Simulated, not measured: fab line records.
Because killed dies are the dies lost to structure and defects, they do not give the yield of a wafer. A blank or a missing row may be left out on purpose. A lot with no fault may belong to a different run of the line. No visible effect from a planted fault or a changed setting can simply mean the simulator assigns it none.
One fault seen from 2 desks / flow gf180mcu / numbers are kept per desk, each desk with only its own; the story behind them comes last

== THE METROLOGY DESK ==
What the gauges read, lot by lot, whatever tool the lot ran on: means of the sampled wafers that have a number. The brackets show how far a lot's mean lies from the usual mean; more than 4 standard deviations puts the lot out of limits, marked OUT.
Columns: A = MVPSD_TW at GF_MVPSD_TW_MEAS_11, usual 549.9
lot=L318; first seen here=day 5 12:22; A=546.9
lot=L320; first seen here=day 6 00:01; A=549.0
lot=L321; first seen here=day 6 07:04; A=551.7
lot=L322; first seen here=day 6 12:35; A=552.7
lot=L324; first seen here=day 7 00:34; A=549.4
lot=L326; first seen here=day 7 13:01; A=549.8
lot=L328; first seen here=day 8 03:52; A=546.0
lot=L332; first seen here=day 9 03:33; A=546.3
lot=L334; first seen here=day 9 15:05; A=554.3
lot=L335; first seen here=day 9 16:42; A=548.5
lot=L337; first seen here=day 10 05:44; A=550.0
lot=L338; first seen here=day 10 10:46; A=548.4
lot=L339; first seen here=day 10 14:03; A=551.7
This desk's verdict: no lot among the 13 shows anything out of limits.

== DESK OF THE TOOL OWNER: litho-track-01 ==
The tool's own readings at GF_VT_IMPLANT_DEVELOP_06 (develop time 60 s): means of the sampled wafers that have a number, for each lot that ran on this tool. The brackets show how far a lot's mean lies from the usual mean; more than 4 standard deviations puts the lot out of limits, marked OUT.
Columns: A = developer-temp-C at GF_VT_IMPLANT_DEVELOP_06, usual 23.00 C
lot=L322; first seen here=day 7 04:20; A=22.95
lot=L324; first seen here=day 7 15:41; A=22.97
lot=L326; first seen here=day 8 05:11; A=22.93
lot=L332; first seen here=day 9 19:25; A=23.02
lot=L334; first seen here=day 10 07:01; A=22.04 (-8.0) OUT
lot=L337; first seen here=day 10 22:05; A=22.08 (-7.7) OUT
This desk's finding: out of limits on L334, L337; first on L334, day 10 07:01 (developer-temp-C at GF_VT_IMPLANT_DEVELOP_06). Within limits: L322, L324, L326, L332.

== PUT TOGETHER ==
The tool owner's desk had the chance to raise an alarm at day 10 07:01 on L334, L337.
Metrology desk: nothing out of limits seen.
The metrology desk has L334, L337 on record, within its limits.
Of the lots named, all ran GF_VT_IMPLANT_DEVELOP_06 on litho-track-01.

== WHAT THE SIMULATOR PUT IN ==
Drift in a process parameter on litho-track-01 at GF_VT_IMPLANT_DEVELOP_06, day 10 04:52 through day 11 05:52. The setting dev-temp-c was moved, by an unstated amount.
Lots struck among those shown: L334, L337.
Hours from the fault's start to each desk's first reading out of limits: the tool owner's desk, 2.
